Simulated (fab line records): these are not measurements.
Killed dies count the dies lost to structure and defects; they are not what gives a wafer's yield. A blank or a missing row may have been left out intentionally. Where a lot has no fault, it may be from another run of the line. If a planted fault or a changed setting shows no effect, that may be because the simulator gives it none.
fab line records / flow sky130
record: lots: 7 wafers: 21 lastDay: 50
route steps=708 shown POLY_GATE@231 LDD_N@237
lots with no fault: from the same line, run without faults
startH: hours from the record's first day to the start of the lot's first wafer shown / waitH: how many hours have passed since the lot's step before this one / " same as the row above / L1.1+2: one row covering several wafers at once / - value missing, or start not given / * or withheld: withheld / < > ~ a bound
route shown NAME@n: a module of which the file shows steps, and the number in the route of the first / usual: mean/standard deviation taken from wafers without a fault / same: alike in all rows / chamber/n: place in a boat / sites: each site's reading / _std_site: their standard deviation / _edge_site: inner sites' mean taken away from outer sites' mean / radiusMm: for every site, how far away it sits from the centre of the wafer / mask NAME#n: copy n / behind: the most recent tool/chamber to have shaped the wafer / hold: reason for holding the lot/hours on hold/outcome of the hold / device: the transistor (n, p or np) that didn't switch / end of line: the route-end tests of the same wafers / step lacking rows: just its recipe / killed: the dies lost at the first sort to structure and to defects; this is not the yield of the wafer / map: the dies of a wafer, with x for killed, . for not killed, _ for no die there
set.NAME: setting as actually run; set.NAME@STEP: the setting as run at that earlier step / model.NAME: the simulator's own value behind a step, which no gauge read
lots at some steps of the route; a table a step, a row a wafer
services: when a tool's chamber went out of use (startH, in hours from the record's first day, below 0 if earlier), for how many hours, and the reason
== steps ==
step: SKY_POLY_GATE_ETCH_17
recipe: targetDepthNm: 180 stopOn: SiO2 overEtchFrac: 0.56667 chemistry: HBr/Cl2 target: poly-Si icpW: 400 biasW: 100 pressureMtorr: 10 HBr_flow_sccm: 150 Cl2_flow_sccm: 50 timeS: 70.5
usual: drypumpMotorCurrentA: 5.7/0.49 mfcCl2Sccm: 50.01/0.15 oesProductAu: 0.987/0.008 throttleValvePct: 33.684/0.0087
lot.wafer=L708.1 tool=rieSi-01 chamber=1 startH=385.96 waitH=0.0 drypumpMotorCurrentA=6.1 mfcCl2Sccm=50.00 oesProductAu=0.992 rfHoursCounterH=57 throttleValvePct=33.706
lot.wafer=L708.2 tool=rieSi-01 chamber=2 startH=385.96 waitH=0.0 drypumpMotorCurrentA=5.3 mfcCl2Sccm=50.21 oesProductAu=0.992 rfHoursCounterH=51 throttleValvePct=33.674
lot.wafer=L708.3 tool=rieSi-01 chamber=3 startH=385.96 waitH=0.0 drypumpMotorCurrentA=6.1 mfcCl2Sccm=49.92 oesProductAu=0.989 rfHoursCounterH=1 throttleValvePct=33.685
lot.wafer=L709.3 tool=rieSi-01 chamber=1 startH=398.77 waitH=0.0 drypumpMotorCurrentA=6.1 mfcCl2Sccm=50.01 oesProductAu=0.978 rfHoursCounterH=57 throttleValvePct=33.687
lot.wafer=L709.5 tool=rieSi-01 chamber=1 startH=398.77 waitH=0.0 drypumpMotorCurrentA=6.1 mfcCl2Sccm=50.14 oesProductAu=0.976 rfHoursCounterH=- throttleValvePct=33.684
lot.wafer=L709.6 tool=rieSi-01 chamber=0 startH=398.77 waitH=0.0 drypumpMotorCurrentA=4.9 mfcCl2Sccm=50.08 oesProductAu=0.985 rfHoursCounterH=- throttleValvePct=33.674
lot.wafer=L716.4 tool=rieSi-01 chamber=2 startH=452.32 waitH=0.0 drypumpMotorCurrentA=5.4 mfcCl2Sccm=50.01 oesProductAu=1.012 rfHoursCounterH=52 throttleValvePct=33.673
lot.wafer=L716.5 tool=rieSi-01 chamber=0 startH=452.32 waitH=0.0 drypumpMotorCurrentA=4.9 mfcCl2Sccm=49.77 oesProductAu=1.009 rfHoursCounterH=- throttleValvePct=33.694
lot.wafer=L716.6 tool=rieSi-01 chamber=1 startH=452.32 waitH=0.0 drypumpMotorCurrentA=6.1 mfcCl2Sccm=50.22 oesProductAu=0.986 rfHoursCounterH=- throttleValvePct=33.678
lot.wafer=L717.1 tool=rieSi-01 chamber=1 startH=458.66 waitH=0.0 drypumpMotorCurrentA=6.1 mfcCl2Sccm=50.09 oesProductAu=0.980 rfHoursCounterH=57 throttleValvePct=33.690
lot.wafer=L717.2 tool=rieSi-01 chamber=3 startH=458.66 waitH=0.0 drypumpMotorCurrentA=6.1 mfcCl2Sccm=49.86 oesProductAu=0.989 rfHoursCounterH=2 throttleValvePct=33.674
lot.wafer=L717.4 tool=rieSi-01 chamber=2 startH=458.66 waitH=0.0 drypumpMotorCurrentA=5.3 mfcCl2Sccm=50.03 oesProductAu=1.003 rfHoursCounterH=52 throttleValvePct=33.680
lot.wafer=L718.3 tool=rieSi-02 chamber=1 startH=468.86 waitH=0.0 drypumpMotorCurrentA=5.4 mfcCl2Sccm=49.77 oesProductAu=0.992 rfHoursCounterH=1 throttleValvePct=33.685
lot.wafer=L718.4 tool=rieSi-02 chamber=0 startH=468.86 waitH=0.0 drypumpMotorCurrentA=6.3 mfcCl2Sccm=49.93 oesProductAu=1.001 rfHoursCounterH=2 throttleValvePct=33.693
lot.wafer=L718.6 tool=rieSi-02 chamber=0 startH=468.86 waitH=0.0 drypumpMotorCurrentA=6.3 mfcCl2Sccm=50.31 oesProductAu=0.989 rfHoursCounterH=- throttleValvePct=33.689
lot.wafer=L727.2 tool=rieSi-01 chamber=0 startH=542.61 waitH=0.0 drypumpMotorCurrentA=4.9 mfcCl2Sccm=50.07 oesProductAu=0.992 rfHoursCounterH=1 throttleValvePct=33.687
lot.wafer=L727.5 tool=rieSi-01 chamber=3 startH=542.61 waitH=0.0 drypumpMotorCurrentA=6.1 mfcCl2Sccm=50.06 oesProductAu=0.981 rfHoursCounterH=- throttleValvePct=33.689
lot.wafer=L727.6 tool=rieSi-01 chamber=0 startH=542.61 waitH=0.0 drypumpMotorCurrentA=4.9 mfcCl2Sccm=50.01 oesProductAu=0.998 rfHoursCounterH=- throttleValvePct=33.693
lot.wafer=L730.1 tool=rieSi-01 chamber=1 startH=580.81 waitH=0.0 drypumpMotorCurrentA=6.1 mfcCl2Sccm=50.14 oesProductAu=0.991 rfHoursCounterH=0 throttleValvePct=33.699
lot.wafer=L730.2 tool=rieSi-01 chamber=3 startH=580.81 waitH=0.0 drypumpMotorCurrentA=6.1 mfcCl2Sccm=49.99 oesProductAu=1.003 rfHoursCounterH=2 throttleValvePct=33.685
lot.wafer=L730.5 tool=rieSi-01 chamber=0 startH=580.81 waitH=0.0 drypumpMotorCurrentA=4.9 mfcCl2Sccm=50.07 oesProductAu=0.992 rfHoursCounterH=- throttleValvePct=33.678
step: SKY_POLY_GATE_STRIP_18
recipe: chemistry: O2/N2 powerW: 1400 pressureMtorr: 1500 platenTempC: withheld o2FlowSccm: 3000 n2FlowSccm: 300 overashFraction: 0.5
usual: drypumpMotorCurrentA: 5.73/0.17 n2FlowSccm: 300.0/0.99 oesProductAu: 0.361/0.0047 stripTimeToEndpointS: 3.169/0.029
lot.wafer=L708.1 tool=plasmaAsher-04 chamber=1 startH=386.01 waitH=0.0 drypumpMotorCurrentA=5.87 n2FlowSccm=300.1 oesProductAu=0.364 rfHoursCounterH=54 stripTimeToEndpointS=3.188
lot.wafer=L708.2 tool=plasmaAsher-04 chamber=0 startH=386.01 waitH=0.0 drypumpMotorCurrentA=5.75 n2FlowSccm=300.8 oesProductAu=0.358 rfHoursCounterH=54 stripTimeToEndpointS=3.193
lot.wafer=L708.3 tool=plasmaAsher-04 chamber=1 startH=386.01 waitH=0.0 drypumpMotorCurrentA=5.88 n2FlowSccm=299.3 oesProductAu=0.363 rfHoursCounterH=- stripTimeToEndpointS=3.200
lot.wafer=L709.3 tool=plasmaAsher-03 chamber=1 startH=398.86 waitH=0.1 drypumpMotorCurrentA=5.31 n2FlowSccm=299.9 oesProductAu=0.364 rfHoursCounterH=- stripTimeToEndpointS=3.204
lot.wafer=L709.5 tool=plasmaAsher-03 chamber=0 startH=398.86 waitH=0.1 drypumpMotorCurrentA=5.84 n2FlowSccm=299.9 oesProductAu=0.360 rfHoursCounterH=- stripTimeToEndpointS=3.187
lot.wafer=L709.6 tool=plasmaAsher-03 chamber=1 startH=398.86 waitH=0.1 drypumpMotorCurrentA=5.40 n2FlowSccm=300.2 oesProductAu=0.367 rfHoursCounterH=- stripTimeToEndpointS=3.213
lot.wafer=L716.4 tool=plasmaAsher-04 chamber=1 startH=452.41 waitH=0.1 drypumpMotorCurrentA=5.83 n2FlowSccm=299.0 oesProductAu=0.370 rfHoursCounterH=- stripTimeToEndpointS=3.123
lot.wafer=L716.5 tool=plasmaAsher-04 chamber=0 startH=452.41 waitH=0.1 drypumpMotorCurrentA=5.76 n2FlowSccm=299.2 oesProductAu=0.354 rfHoursCounterH=- stripTimeToEndpointS=3.145
lot.wafer=L716.6 tool=plasmaAsher-04 chamber=1 startH=452.41 waitH=0.1 drypumpMotorCurrentA=5.85 n2FlowSccm=300.0 oesProductAu=0.366 rfHoursCounterH=- stripTimeToEndpointS=3.147
lot.wafer=L717.1 tool=plasmaAsher-02 chamber=0 startH=458.71 waitH=0.0 drypumpMotorCurrentA=5.61 n2FlowSccm=301.3 oesProductAu=0.356 rfHoursCounterH=32 stripTimeToEndpointS=3.157
lot.wafer=L717.2 tool=plasmaAsher-02 chamber=1 startH=458.71 waitH=0.0 drypumpMotorCurrentA=5.87 n2FlowSccm=298.8 oesProductAu=0.345 rfHoursCounterH=32 stripTimeToEndpointS=3.116
lot.wafer=L717.4 tool=plasmaAsher-02 chamber=1 startH=458.71 waitH=0.0 drypumpMotorCurrentA=5.89 n2FlowSccm=300.1 oesProductAu=0.362 rfHoursCounterH=- stripTimeToEndpointS=3.172
lot.wafer=L718.3 tool=plasmaAsher-02 chamber=1 startH=468.94 waitH=0.1 drypumpMotorCurrentA=5.87 n2FlowSccm=302.1 oesProductAu=0.358 rfHoursCounterH=- stripTimeToEndpointS=3.173
lot.wafer=L718.4 tool=plasmaAsher-02 chamber=0 startH=468.94 waitH=0.1 drypumpMotorCurrentA=5.64 n2FlowSccm=299.2 oesProductAu=0.360 rfHoursCounterH=- stripTimeToEndpointS=3.201
lot.wafer=L718.6 tool=plasmaAsher-02 chamber=1 startH=468.94 waitH=0.1 drypumpMotorCurrentA=5.87 n2FlowSccm=299.7 oesProductAu=0.368 rfHoursCounterH=- stripTimeToEndpointS=3.191
lot.wafer=L727.2 tool=plasmaAsher-02 chamber=1 startH=542.66 waitH=0.0 drypumpMotorCurrentA=5.87 n2FlowSccm=300.0 oesProductAu=0.350 rfHoursCounterH=41 stripTimeToEndpointS=3.140
lot.wafer=L727.5 tool=plasmaAsher-02 chamber=1 startH=542.66 waitH=0.0 drypumpMotorCurrentA=5.87 n2FlowSccm=301.5 oesProductAu=0.368 rfHoursCounterH=- stripTimeToEndpointS=3.193
lot.wafer=L727.6 tool=plasmaAsher-02 chamber=0 startH=542.66 waitH=0.0 drypumpMotorCurrentA=5.60 n2FlowSccm=300.3 oesProductAu=0.363 rfHoursCounterH=- stripTimeToEndpointS=3.172
lot.wafer=L730.1 tool=plasmaAsher-02 chamber=1 startH=580.86 waitH=0.0 drypumpMotorCurrentA=5.89 n2FlowSccm=300.4 oesProductAu=0.356 rfHoursCounterH=45 stripTimeToEndpointS=3.163
lot.wafer=L730.2 tool=plasmaAsher-02 chamber=0 startH=580.86 waitH=0.0 drypumpMotorCurrentA=5.59 n2FlowSccm=299.4 oesProductAu=0.358 rfHoursCounterH=45 stripTimeToEndpointS=3.119
lot.wafer=L730.5 tool=plasmaAsher-02 chamber=0 startH=580.86 waitH=0.0 drypumpMotorCurrentA=5.60 n2FlowSccm=297.8 oesProductAu=0.362 rfHoursCounterH=- stripTimeToEndpointS=3.158
step: SKY_POLY_GATE_CLEAN_19
recipe: chemistry: SC1/SC2 mix: 1:4:20 tempC: 70 timeS: 150 dry: n2Spin
step: SKY_POLY_GATE_OXIDATION_20
recipe: tempC: 850 ambient: O2 stabiliseS: 600 purgeS: 300 targetThkA: 40 oxTimeS: 899
step: SKY_POLY_GATE_THK_MEAS_21
recipe: reads: SiO2_of_POLY_GATE_OXIDATION_20
usual: POLY_GATE_OXIDATION_THK: 3.97/0.08
lot.wafer=L708.1 tool=filmMetro-03 chamber=- startH=389.12 waitH=0.0 POLY_GATE_OXIDATION_THK[nm]=4.02
lot.wafer=L708.2 tool=filmMetro-03 chamber=- startH=389.12 waitH=0.0 POLY_GATE_OXIDATION_THK[nm]=3.98
lot.wafer=L708.3 tool=filmMetro-03 chamber=- startH=389.12 waitH=0.0 POLY_GATE_OXIDATION_THK[nm]=3.97
lot.wafer=L709.3 tool=filmMetro-02 chamber=- startH=401.68 waitH=0.0 POLY_GATE_OXIDATION_THK[nm]=3.99
lot.wafer=L709.5 tool=filmMetro-02 chamber=- startH=401.68 waitH=0.0 POLY_GATE_OXIDATION_THK[nm]=3.92
lot.wafer=L709.6 tool=filmMetro-02 chamber=- startH=401.68 waitH=0.0 POLY_GATE_OXIDATION_THK[nm]=4.06
lot.wafer=L716.4 tool=filmMetro-01 chamber=- startH=453.81 waitH=0.0 POLY_GATE_OXIDATION_THK[nm]=3.97
lot.wafer=L716.5 tool=filmMetro-01 chamber=- startH=453.81 waitH=0.0 POLY_GATE_OXIDATION_THK[nm]=4.06
lot.wafer=L716.6 tool=filmMetro-01 chamber=- startH=453.81 waitH=0.0 POLY_GATE_OXIDATION_THK[nm]=4.03
lot.wafer=L717.1 tool=filmMetro-03 chamber=- startH=460.71 waitH=0.0 POLY_GATE_OXIDATION_THK[nm]=4.01
lot.wafer=L717.2 tool=filmMetro-03 chamber=- startH=460.71 waitH=0.0 POLY_GATE_OXIDATION_THK[nm]=3.95
lot.wafer=L717.4 tool=filmMetro-03 chamber=- startH=460.71 waitH=0.0 POLY_GATE_OXIDATION_THK[nm]=3.95
lot.wafer=L718.3 tool=filmMetro-03 chamber=- startH=471.22 waitH=0.0 POLY_GATE_OXIDATION_THK[nm]=3.93
lot.wafer=L718.4 tool=filmMetro-03 chamber=- startH=471.22 waitH=0.0 POLY_GATE_OXIDATION_THK[nm]=4.04
lot.wafer=L718.6 tool=filmMetro-03 chamber=- startH=471.22 waitH=0.0 POLY_GATE_OXIDATION_THK[nm]=3.97
lot.wafer=L727.2 tool=filmMetro-02 chamber=- startH=544.86 waitH=0.0 POLY_GATE_OXIDATION_THK[nm]=4.00
lot.wafer=L727.5 tool=filmMetro-02 chamber=- startH=544.86 waitH=0.0 POLY_GATE_OXIDATION_THK[nm]=3.98
lot.wafer=L727.6 tool=filmMetro-02 chamber=- startH=544.86 waitH=0.0 POLY_GATE_OXIDATION_THK[nm]=3.96
lot.wafer=L730.1 tool=filmMetro-02 chamber=- startH=582.26 waitH=0.0 POLY_GATE_OXIDATION_THK[nm]=4.05
lot.wafer=L730.2 tool=filmMetro-02 chamber=- startH=582.26 waitH=0.0 POLY_GATE_OXIDATION_THK[nm]=4.00
lot.wafer=L730.5 tool=filmMetro-02 chamber=- startH=582.26 waitH=0.0 POLY_GATE_OXIDATION_THK[nm]=4.12
step: SKY_POLY_GATE_CD_MEAS_22
usual: cdNm: 150.1/2
lot.wafer=L708.1 tool=cdSem-01 chamber=- startH=389.18 waitH=0.1 cdNm=152.3
lot.wafer=L708.2 tool=cdSem-01 chamber=- startH=389.18 waitH=0.1 cdNm=150.3
lot.wafer=L708.3 tool=cdSem-01 chamber=- startH=389.18 waitH=0.1 cdNm=149.1
lot.wafer=L709.3 tool=cdSem-02 chamber=- startH=401.77 waitH=0.1 cdNm=151.7
lot.wafer=L709.5 tool=cdSem-02 chamber=- startH=401.77 waitH=0.1 cdNm=150.6
lot.wafer=L709.6 tool=cdSem-02 chamber=- startH=401.77 waitH=0.1 cdNm=150.6
lot.wafer=L716.4 tool=cdSem-01 chamber=- startH=453.92 waitH=0.1 cdNm=151.1
lot.wafer=L716.5 tool=cdSem-01 chamber=- startH=453.92 waitH=0.1 cdNm=150.4
lot.wafer=L716.6 tool=cdSem-01 chamber=- startH=453.92 waitH=0.1 cdNm=151.4
lot.wafer=L717.1 tool=cdSem-02 chamber=- startH=460.77 waitH=0.1 cdNm=146.9
lot.wafer=L717.2 tool=cdSem-02 chamber=- startH=460.77 waitH=0.1 cdNm=148.2
lot.wafer=L717.4 tool=cdSem-02 chamber=- startH=460.77 waitH=0.1 cdNm=147.0
lot.wafer=L718.3 tool=cdSem-02 chamber=- startH=471.32 waitH=0.1 cdNm=149.6
lot.wafer=L718.4 tool=cdSem-02 chamber=- startH=471.32 waitH=0.1 cdNm=150.3
lot.wafer=L718.6 tool=cdSem-02 chamber=- startH=471.32 waitH=0.1 cdNm=148.9
lot.wafer=L727.2 tool=cdSem-01 chamber=- startH=544.93 waitH=0.1 cdNm=152.7
lot.wafer=L727.5 tool=cdSem-01 chamber=- startH=544.93 waitH=0.1 cdNm=155.2
lot.wafer=L727.6 tool=cdSem-01 chamber=- startH=544.93 waitH=0.1 cdNm=153.5
lot.wafer=L730.1 tool=cdSem-02 chamber=- startH=582.32 waitH=0.1 cdNm=149.3
lot.wafer=L730.2 tool=cdSem-02 chamber=- startH=582.32 waitH=0.1 cdNm=149.2
lot.wafer=L730.5 tool=cdSem-02 chamber=- startH=582.32 waitH=0.1 cdNm=145.7
step: SKY_LDD_N_DEHYDRATE_00
recipe: tempC: 200 timeS: 60
step: SKY_LDD_N_HMDS_01
recipe: primeTimeS: 60 primeTempC: 120
step: SKY_LDD_N_COAT_02
recipe: resist: NOVOLAK spinRpm: 3000 resistThkNm: 300
step: SKY_LDD_N_SOFTBAKE_03
recipe: tempC: 90 timeS: 60 resist: NOVOLAK
step: SKY_LDD_N_EXPOSE_04
recipe: maskId: NTM targetCdNm: 840 na: 0.6 sourceShape: conventional sigmaOuter: 0.6 doseMj: 110
step: SKY_LDD_N_PEB_05
recipe: tempC: withheld timeS: * resist: NOVOLAK
step: SKY_LDD_N_DEVELOP_06
recipe: developTimeS: 60 devTempC: 23
usual: chillPlateTempC: 23.01/0.11 developTimeS: 60/0
lot.wafer=L708.1 tool=lithoTrack-02 chamber=0 startH=417.97 waitH=0.1 chillPlateTempC=22.90 developTimeS=60
lot.wafer=L708.2 tool=lithoTrack-02 chamber=0 startH=417.97 waitH=0.1 chillPlateTempC=22.83 developTimeS=60
lot.wafer=L708.3 tool=lithoTrack-02 chamber=0 startH=417.97 waitH=0.1 chillPlateTempC=22.76 developTimeS=60
lot.wafer=L709.3 tool=lithoTrack-02 chamber=0 startH=431.92 waitH=0.1 chillPlateTempC=23.16 developTimeS=60
lot.wafer=L709.5 tool=lithoTrack-02 chamber=0 startH=431.92 waitH=0.1 chillPlateTempC=22.92 developTimeS=60
lot.wafer=L709.6 tool=lithoTrack-02 chamber=0 startH=431.92 waitH=0.1 chillPlateTempC=22.83 developTimeS=60
lot.wafer=L716.4 tool=lithoTrack-04 chamber=- startH=484.10 waitH=0.1 chillPlateTempC=- developTimeS=-
lot.wafer=L716.5 tool=lithoTrack-04 chamber=- startH=484.10 waitH=0.1 chillPlateTempC=- developTimeS=-
lot.wafer=L716.6 tool=lithoTrack-04 chamber=- startH=484.10 waitH=0.1 chillPlateTempC=- developTimeS=-
lot.wafer=L717.1 tool=lithoTrack-02 chamber=- startH=491.62 waitH=0.1 chillPlateTempC=- developTimeS=-
lot.wafer=L717.2 tool=lithoTrack-02 chamber=- startH=491.62 waitH=0.1 chillPlateTempC=- developTimeS=-
lot.wafer=L717.4 tool=lithoTrack-02 chamber=- startH=491.62 waitH=0.1 chillPlateTempC=- developTimeS=-
lot.wafer=L718.3 tool=lithoTrack-02 chamber=- startH=501.97 waitH=0.1 chillPlateTempC=- developTimeS=-
lot.wafer=L718.4 tool=lithoTrack-02 chamber=- startH=501.97 waitH=0.1 chillPlateTempC=- developTimeS=-
lot.wafer=L718.6 tool=lithoTrack-02 chamber=- startH=501.97 waitH=0.1 chillPlateTempC=- developTimeS=-
lot.wafer=L727.2 tool=lithoTrack-02 chamber=0 startH=573.99 waitH=0.1 chillPlateTempC=23.09 developTimeS=60
lot.wafer=L727.5 tool=lithoTrack-02 chamber=0 startH=573.99 waitH=0.1 chillPlateTempC=22.98 developTimeS=60
lot.wafer=L727.6 tool=lithoTrack-02 chamber=0 startH=573.99 waitH=0.1 chillPlateTempC=23.05 developTimeS=60
lot.wafer=L730.1 tool=lithoTrack-02 chamber=0 startH=611.27 waitH=0.1 chillPlateTempC=22.87 developTimeS=60
lot.wafer=L730.2 tool=lithoTrack-02 chamber=0 startH=611.27 waitH=0.1 chillPlateTempC=23.14 developTimeS=60
lot.wafer=L730.5 tool=lithoTrack-02 chamber=0 startH=611.27 waitH=0.1 chillPlateTempC=23.14 developTimeS=60
step: SKY_LDD_N_OVL_MEAS_07
usual: LDD_N_OVL: -0.6/1.3
lot.wafer=L708.1 tool=overlay-01 chamber=- startH=418.12 waitH=0.1 LDD_N_OVL[nm]=0.6
lot.wafer=L708.2 tool=overlay-01 chamber=- startH=418.12 waitH=0.1 LDD_N_OVL[nm]=-1.6
lot.wafer=L708.3 tool=overlay-01 chamber=- startH=418.12 waitH=0.1 LDD_N_OVL[nm]=-0.8
lot.wafer=L709.3 tool=overlay-01 chamber=- startH=432.03 waitH=0.1 LDD_N_OVL[nm]=-1.0
lot.wafer=L709.5 tool=overlay-01 chamber=- startH=432.03 waitH=0.1 LDD_N_OVL[nm]=-1.7
lot.wafer=L709.6 tool=overlay-01 chamber=- startH=432.03 waitH=0.1 LDD_N_OVL[nm]=-0.5
lot.wafer=L716.4 tool=overlay-01 chamber=- startH=484.19 waitH=0.1 LDD_N_OVL[nm]=-
lot.wafer=L716.5 tool=overlay-01 chamber=- startH=484.19 waitH=0.1 LDD_N_OVL[nm]=-
lot.wafer=L716.6 tool=overlay-01 chamber=- startH=484.19 waitH=0.1 LDD_N_OVL[nm]=-
lot.wafer=L717.1 tool=overlay-01 chamber=- startH=491.77 waitH=0.1 LDD_N_OVL[nm]=-
lot.wafer=L717.2 tool=overlay-01 chamber=- startH=491.77 waitH=0.1 LDD_N_OVL[nm]=-
lot.wafer=L717.4 tool=overlay-01 chamber=- startH=491.77 waitH=0.1 LDD_N_OVL[nm]=-
lot.wafer=L718.3 tool=overlay-02 chamber=- startH=502.08 waitH=0.1 LDD_N_OVL[nm]=-
lot.wafer=L718.4 tool=overlay-02 chamber=- startH=502.08 waitH=0.1 LDD_N_OVL[nm]=-
lot.wafer=L718.6 tool=overlay-02 chamber=- startH=502.08 waitH=0.1 LDD_N_OVL[nm]=-
lot.wafer=L727.2 tool=overlay-02 chamber=- startH=574.12 waitH=0.1 LDD_N_OVL[nm]=0.6
lot.wafer=L727.5 tool=overlay-02 chamber=- startH=574.12 waitH=0.1 LDD_N_OVL[nm]=-1.5
lot.wafer=L727.6 tool=overlay-02 chamber=- startH=574.12 waitH=0.1 LDD_N_OVL[nm]=1.4
lot.wafer=L730.1 tool=overlay-02 chamber=- startH=611.42 waitH=0.1 LDD_N_OVL[nm]=-0.6
lot.wafer=L730.2 tool=overlay-02 chamber=- startH=611.42 waitH=0.1 LDD_N_OVL[nm]=0.0
lot.wafer=L730.5 tool=overlay-02 chamber=- startH=611.42 waitH=0.1 LDD_N_OVL[nm]=-0.3
== services ==
tool=rieSi-01 chamber=0 startH=374.89 hours=- kind=clean
tool=rieSi-01 chamber=0 startH=374.89 hours=19.5 kind=scheduledDown
tool=rieSi-01 chamber=0 startH=374.89 hours=19.5 kind=ventCycle
tool=rieSi-02 chamber=- startH=408.60 hours=0.6 kind=repair
tool=rieSi-02 chamber=0 startH=428.92 hours=4.8 kind=repair
tool=plasmaAsher-02 chamber=- startH=442.21 hours=5.1 kind=repair
tool=rieSi-01 chamber=2 startH=446.08 hours=6.1 kind=repair
tool=rieSi-02 chamber=3 startH=471.77 hours=6.3 kind=repair
tool=plasmaAsher-03 chamber=- startH=473.34 hours=3.1 kind=repair
tool=rieSi-01 chamber=1 startH=490.12 hours=- kind=clean
tool=rieSi-01 chamber=1 startH=490.12 hours=15.2 kind=scheduledDown
tool=rieSi-01 chamber=1 startH=490.12 hours=15.2 kind=ventCycle
tool=plasmaAsher-03 chamber=- startH=496.19 hours=4.5 kind=repair
tool=rieSi-01 chamber=2 startH=513.49 hours=- kind=clean
tool=rieSi-01 chamber=2 startH=513.49 hours=15.8 kind=scheduledDown
tool=rieSi-01 chamber=2 startH=513.49 hours=15.8 kind=ventCycle
tool=rieSi-02 chamber=- startH=577.71 hours=4.3 kind=pm
tool=rieSi-01 chamber=1 startH=590.04 hours=2.7 kind=repair
tool=lithoTrack-02 chamber=- startH=590.07 hours=- kind=consumableReplace:filter
== key ==
firstSign: step: SKY_LDD_N_DEVELOP_06 reading: toolRecord direction: missing
effect none on later readings
metAt SKY_LDD_N_DEVELOP_06
struckWafers L716.4,L716.5,L716.6,L717.1,L717.2,L717.4,L718.3,L718.4,L718.6
sortLeftOut L716.4,L716.5,L716.6,L717.1,L717.2,L717.4,L718.3,L718.4,L718.6
testerLeftOut L716,L717,L718
onsetBetween 431.92 484.10
fault: kind: skippedStepWhole tool: lithoTrack-02,lithoTrack-04 chamber: - onsetH: 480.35 steps: SKY_LDD_N_DEVELOP_06 scope: struckLotsOnly
testerLeftOut: of these lots the tester's yield and bins aren't shown, on N5 and GAA mostly nor the transistor test; their killed dies are dies lost to structure and defects alone, not to doping, threshold or leakage, so they don't give the yield
sortLeftOut: the simulated sort isn't trusted on such a fault, so these wafers' sort isn't shown, and their yield isn't known
